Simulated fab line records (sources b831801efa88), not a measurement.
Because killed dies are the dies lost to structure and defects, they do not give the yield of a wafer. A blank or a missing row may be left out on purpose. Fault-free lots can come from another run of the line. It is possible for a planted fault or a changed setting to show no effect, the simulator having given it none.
What tool caused it?	flow gf180mcu	18 wafers from 6 lots sampled at 3 of the route's 602 steps

WHAT THE GAUGES READ, wafer by wafer
GF_CONTACT_RS_MEAS_25: a four-point-probe measurement.
lot	measured	on	CONTACT_W_RS (ohm/sq)
L895	day 16 19:32	filmMetro-02	0.388 0.386 0.383
L898	day 18 00:31	filmMetro-02	0.391 0.375 0.373
L900	day 18 16:40	filmMetro-03	0.383 0.388 0.386
L903	day 20 03:34	filmMetro-01	0.413 0.418 0.420
L913	day 23 10:40	filmMetro-01	0.390 0.376 0.376
L916	day 24 11:51	filmMetro-02	0.386 0.372 0.367

WHAT TOOL EACH LOT RAN ON (gives the tool, then ch and the chambers of the sampled wafers, and finally the start)
lot	GF_CONTACT_ETCH_16	GF_CONTACT_CVD_24
L895	rieDiel-01 ch 0,1,3, day 16 18:52	cvdW-02 ch 0,1, day 16 19:26
L898	rieDiel-01 ch 0,1,3, day 17 23:50	cvdW-01 ch 0,1, day 18 00:25
L900	rieDiel-02 ch 1,2, day 18 16:00	cvdW-02 ch 0,1, day 18 16:34
L903	rieDiel-01 ch 0,1,2, day 20 02:55	cvdW-02 ch 0,1, day 20 03:28
L913	rieDiel-03 ch 1,2,3, day 23 10:01	cvdW-01 ch 0,1, day 23 10:34
L916	rieDiel-01 ch 2,3, day 24 11:09	cvdW-01 ch 0,1, day 24 11:43
- GF_CONTACT_ETCH_16: etches BARC in N2/H2.
- GF_CONTACT_CVD_24: deposits W, target thk 300 nm, time 90.339 s.

THE ANSWER, worked out from the rows above alone
Rule: what is usual is taken from the lots themselves. The widest of any qualifying gaps counts: lots, ordered by their means at a reading, are off when they make up no more than a third of the lots, leave a main group of 4 or more, and stand apart from it by 3 or more times the standard deviation of that group's means. A main group is skipped when, at the precision printed for the reading in the tables above, its means are all equal. A lot without any number at a reading at which 4 lots or more have one is off too. The other lots that the step has rows for count as sound.
Off: L903, seen at GF_CONTACT_RS_MEAS_25 (CONTACT_W_RS). For the main group the mean is 0.381 ohm/sq and the standard deviation 0.004.
A tool fits if, at a process step before that reading, it ran every lot that is off, and no sound lot after the first of them. Those tools and the gauges at GF_CONTACT_RS_MEAS_25 are tried in the same way. One candidate fits, namely cvdW-02 at GF_CONTACT_CVD_24. Its last sound lot is L900 (day 18 16:34), its first lot that is off L903 (day 20 03:28): a fault that began between those two fits.

WHAT THE SIMULATOR HAD PUT IN
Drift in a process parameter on cvdW-02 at GF_CONTACT_CVD_24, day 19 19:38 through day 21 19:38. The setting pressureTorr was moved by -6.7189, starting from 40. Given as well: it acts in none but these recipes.
Lots struck among those shown: L903. Same finding as the rule above.
